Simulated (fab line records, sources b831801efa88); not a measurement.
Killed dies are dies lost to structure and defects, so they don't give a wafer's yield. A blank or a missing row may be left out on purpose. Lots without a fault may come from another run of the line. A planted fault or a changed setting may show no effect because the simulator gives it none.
fab line records | flow sky130
record lots=14 wafers=42 last_day=50
route steps=708 shown VIA2@510 CAPM@537
lots that met no fault: from a run of the same line without faults
start_h: hours from the record's first day to the start of the lot's first wafer shown | wait_h: hours since the lot's step before | " the same as in the row above | L1.1+2: a row that stands for several wafers | - no value, or no start given | * or withheld: withheld | < > ~ a bound
route shown NAME@n: a module of which the file shows steps, and the number in the route of the first | usual: mean/standard deviation of fault-free wafers | same: alike in all rows | chamber/n: place in a boat | sites: the reading at each site | _std_site: their standard deviation | _edge_site: outer sites' mean less inner sites' | radius_mm: how far each site lies from the wafer's centre | mask NAME#n: copy n | behind: the tool/chamber that last shaped the wafer | hold: why the lot was held/for how many hours/how that ended | device: the transistor (n, p or np) that didn't switch | end of line: the same wafers' tests at the end of the route | a step without rows: its recipe alone | killed: dies lost to structure and defects at the first sort, not the wafer's yield | map: a wafer's dies, x killed, . not, _ none there
set.NAME: the setting as run; set.NAME@STEP: as run at that earlier step | model.NAME: the simulator's own value behind a step, which no gauge read
steps of the route over a sample of lots; a table a step, a row a wafer
services: from which hour (start_h, from the record's first day; less than 0 if before it) a tool's chamber was out of use, for how many hours, and why
## steps
# step SKY_VIA2_BOW_MEAS_03
# recipe mode=bow
# usual VIA2_BOW=86/6.9
# columns lot.wafer tool chamber start_h wait_h VIA2_BOW[um]
L246.1 film_metro-01 - 831.17 0.2 75
L246.2 " - " " 81
L246.3 " - " " 98
L247.2 film_metro-01 - 832.18 0.3 88
L247.4 " - " " 95
L247.5 " - " " 102
L248.4 film_metro-03 - 835.50 0.2 91
L248.5 " - " " 89
L248.6 " - " " 98
L249.1 film_metro-03 - 840.31 0.2 82
L249.4 " - " " 72
L249.5 " - " " 74
L251.1 film_metro-03 - 862.44 0.2 70
L251.2 " - " " 88
L251.6 " - " " 85
L252.2 film_metro-01 - 866.61 0.2 94
L252.3 " - " " 83
L252.6 " - " " 82
L253.2 film_metro-01 - 876.56 0.2 77
L253.3 " - " " 74
L253.4 " - " " 74
L254.2 film_metro-01 - 878.30 0.1 78
L254.3 " - " " 78
L254.4 " - " " 80
L257.2 film_metro-01 - 919.15 0.1 84
L257.3 " - " " 81
L257.4 " - " " 86
L258.1 film_metro-01 - 923.29 0.1 80
L258.3 " - " " 84
L258.5 " - " " 77
L259.2 film_metro-02 - 926.30 0.3 91
L259.4 " - " " 95
L259.5 " - " " 97
L262.1 film_metro-01 - 944.66 0.1 81
L262.2 " - " " 101
L262.5 " - " " 88
L268.1 film_metro-03 - 978.12 0.1 86
L268.2 " - " " 88
L268.4 " - " " 83
L269.2 film_metro-02 - 985.79 0.1 90
L269.4 " - " " 92
L269.6 " - " " 84
# step SKY_VIA2_CVD_21
# recipe material=W target_thk_nm=420 time_s=126.4 temp_c=400 pressure_torr=40
# usual heater_power_w=915/120
# same time_s=126.4
# columns lot.wafer tool chamber start_h wait_h heater_power_w
L246.1 cvd_w-01 1 857.89 0.0 1069
L246.2 " 0 " " 977
L246.3 " 1 " " 1119
L247.2 cvd_w-02 0 859.83 0.0 784
L247.4 " 0 " " 786
L247.5 " 1 " " 774
L248.4 cvd_w-01 0 863.22 0.0 952
L248.5 " 0 " " 981
L248.6 " 1 " " 1077
L249.1 cvd_w-01 1 868.54 0.0 1103
L249.4 " 1 " " 1088
L249.5 " 1 " " 1095
L251.1 cvd_w-01 1 889.52 0.0 1095
L251.2 " 0 " " 962
L251.6 " 1 " " 1080
L252.2 cvd_w-01 1 893.43 0.0 1055
L252.3 " 1 " " 1088
L252.6 " 0 " " 984
L253.2 cvd_w-01 0 902.92 0.0 989
L253.3 " 1 " " 1116
L253.4 " 0 " " 987
L254.2 cvd_w-02 1 904.82 0.0 781
L254.3 " 0 " " 790
L254.4 " 1 " " 785
L257.2 cvd_w-02 0 945.06 0.0 781
L257.3 " 1 " " 786
L257.4 " 0 " " 781
L258.1 cvd_w-01 0 948.58 0.0 894
L258.3 " 0 " " 886
L258.5 " 0 " " 918
L259.2 cvd_w-02 0 952.14 0.0 808
L259.4 " 1 " " 786
L259.5 " 1 " " 798
L262.1 cvd_w-02 1 969.48 0.0 772
L262.2 " 0 " " 784
L262.5 " 0 " " 769
L268.1 cvd_w-01 1 1002.09 0.0 1039
L268.2 " 0 " " 941
L268.4 " 1 " " 1050
L269.2 cvd_w-01 0 1008.92 0.0 907
L269.4 " 1 " " 1028
L269.6 " 0 " " 917
# step SKY_CAPM_CVD_00
# recipe material=SiO2 target_thk_nm=15.5 temp_c=400 time_s=withheld rf_w=450
# usual heater_power_w=698/83
# columns lot.wafer tool chamber start_h wait_h heater_power_w
L246.1 pecvd-03 2 858.66 0.0 752
L246.2 " 1 " " 800
L246.3 " 0 " " 625
L247.2 pecvd-02 2 860.59 0.0 742
L247.4 " 2 " " 724
L247.5 " 0 " " 827
L248.4 pecvd-02 1 863.95 0.0 729
L248.5 " 2 " " 687
L248.6 " 0 " " 730
L249.1 pecvd-04 0 869.30 0.0 682
L249.4 " 1 " " 607
L249.5 " 2 " " 649
L251.1 pecvd-03 0 890.28 0.0 616
L251.2 " 1 " " 702
L251.6 " 1 " " 724
L252.2 pecvd-04 2 894.19 0.0 642
L252.3 " 1 " " 596
L252.6 " 2 " " 623
L253.2 pecvd-02 0 903.84 0.0 824
L253.3 " 0 " " 817
L253.4 " 1 " " 777
L254.2 pecvd-04 2 905.58 0.0 557
L254.3 " 0 " " 680
L254.4 " 2 " " 546
L257.2 pecvd-03 0 945.83 0.0 659
L257.3 " 2 " " 742
L257.4 " 0 " " 671
L258.1 pecvd-04 2 949.34 0.0 659
L258.3 " 2 " " 645
L258.5 " 2 " " 633
L259.2 pecvd-02 0 952.90 0.0 807
L259.4 " 2 " " 639
L259.5 " 0 " " 804
L262.1 pecvd-04 2 970.24 0.0 626
L262.2 " 0 " " 671
L262.5 " 2 " " 620
L268.1 pecvd-02 1 1002.85 0.0 734
L268.2 " 0 " " 738
L268.4 " 0 " " 740
L269.2 pecvd-04 0 1009.86 0.0 659
L269.4 " 2 " " 600
L269.6 " 1 " " 672
# step SKY_CAPM_DEVELOP_11
# recipe resist=NOVOLAK developer=TMAH develop_time_s=60 dev_temp_c=23
# usual chill_plate_temp_C=22.99/0.1 develop_time_s=60/0
# columns lot.wafer tool chamber start_h wait_h chill_plate_temp_C develop_time_s
L246.1 litho_track-01 0 884.85 0.1 23.13 60
L246.2 " 0 " " 23.05 60
L246.3 " 0 " " 23.10 60
L247.2 litho_track-03 0 886.21 0.1 23.11 60
L247.4 " 0 " " 23.09 60
L247.5 " 0 " " 22.91 60
L248.4 litho_track-01 0 890.23 0.1 22.95 60
L248.5 " 0 " " 22.91 60
L248.6 " 0 " " 23.06 60
L249.1 litho_track-01 0 894.50 0.1 22.98 60
L249.4 " 0 " " 22.86 60
L249.5 " 0 " " 23.08 60
L251.1 litho_track-01 0 915.30 0.1 23.15 60
L251.2 " 0 " " 23.05 60
L251.6 " 0 " " 23.14 60
L252.2 litho_track-01 0 919.03 0.1 22.77 60
L252.3 " 0 " " 23.01 60
L252.6 " 0 " " 22.88 60
L253.2 litho_track-01 0 928.88 0.1 23.06 60
L253.3 " 0 " " 22.78 60
L253.4 " 0 " " 22.91 60
L254.2 litho_track-01 0 929.48 0.1 23.09 60
L254.3 " 0 " " 22.97 60
L254.4 " 0 " " 23.03 60
L257.2 litho_track-03 0 970.17 0.1 22.88 60
L257.3 " 0 " " 22.85 60
L257.4 " 0 " " 22.96 60
L258.1 litho_track-01 - 973.00 0.1 - -
L258.3 " - " " - -
L258.5 " - " " - -
L259.2 litho_track-01 - 976.88 0.1 - -
L259.4 " - " " - -
L259.5 " - " " - -
L262.1 litho_track-04 0 993.38 0.1 23.00 60
L262.2 " 0 " " 23.04 60
L262.5 " 0 " " 23.02 60
L268.1 litho_track-04 0 1025.28 0.1 23.14 60
L268.2 " 0 " " 22.93 60
L268.4 " 0 " " 22.96 60
L269.2 litho_track-03 0 1031.62 0.1 23.00 60
L269.4 " 0 " " 23.06 60
L269.6 " 0 " " 22.86 60
## services
# columns tool chamber start_h hours kind
pecvd-04 2 889.92 2.1 scheduled_down
pecvd-02 2 902.77 5.5 scheduled_down
cvd_w-01 - 904.00 14.0 pm
cvd_w-01 0 904.00 14.0 vent_cycle
cvd_w-01 1 904.00 14.0 vent_cycle
cvd_w-01 0 918.00 - clean
cvd_w-01 1 918.00 - clean
pecvd-04 1 928.73 5.0 scheduled_down
cvd_w-02 - 940.44 0.8 repair
pecvd-03 2 942.93 2.1 scheduled_down
pecvd-03 - 943.70 0.3 repair
pecvd-04 1 945.01 5.5 scheduled_down
pecvd-02 2 949.10 2.3 repair
pecvd-04 0 960.14 5.5 scheduled_down
cvd_w-02 - 968.80 0.5 repair
cvd_w-02 - 972.38 3.8 pm
pecvd-03 1 977.18 2.1 scheduled_down
pecvd-03 0 985.48 8.2 repair
pecvd-02 - 987.38 1.4 repair
cvd_w-02 1 1007.21 4.3 repair
pecvd-02 2 1015.77 15.5 repair
## key
first_sign step=SKY_CAPM_DEVELOP_11 reading=tool_record direction=missing
effect none on later readings
met_at SKY_CAPM_DEVELOP_11
struck_lots L258,L259
later_rows_left_out L258.1,L258.3,L258.5,L259.2,L259.4,L259.5
sort_left_out L258.1,L258.3,L258.5,L259.2,L259.4,L259.5
not_acting_at SKY_VIA2_BOW_MEAS_03,SKY_VIA2_CVD_21,SKY_CAPM_CVD_00
onset_between 929.48 973.00
fault kind=skipped_step_whole tool=litho_track-01 chamber=- onset_h=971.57 steps=SKY_CAPM_DEVELOP_11 scope=struck_lots_only
# sort_left_out: the simulated sort isn't trusted on such a fault, so these wafers' sort isn't shown, and their yield isn't known
# later_rows_left_out: the simulator's readings of these wafers behind a module that went badly wrong aren't trusted and aren't shown, but for the sort
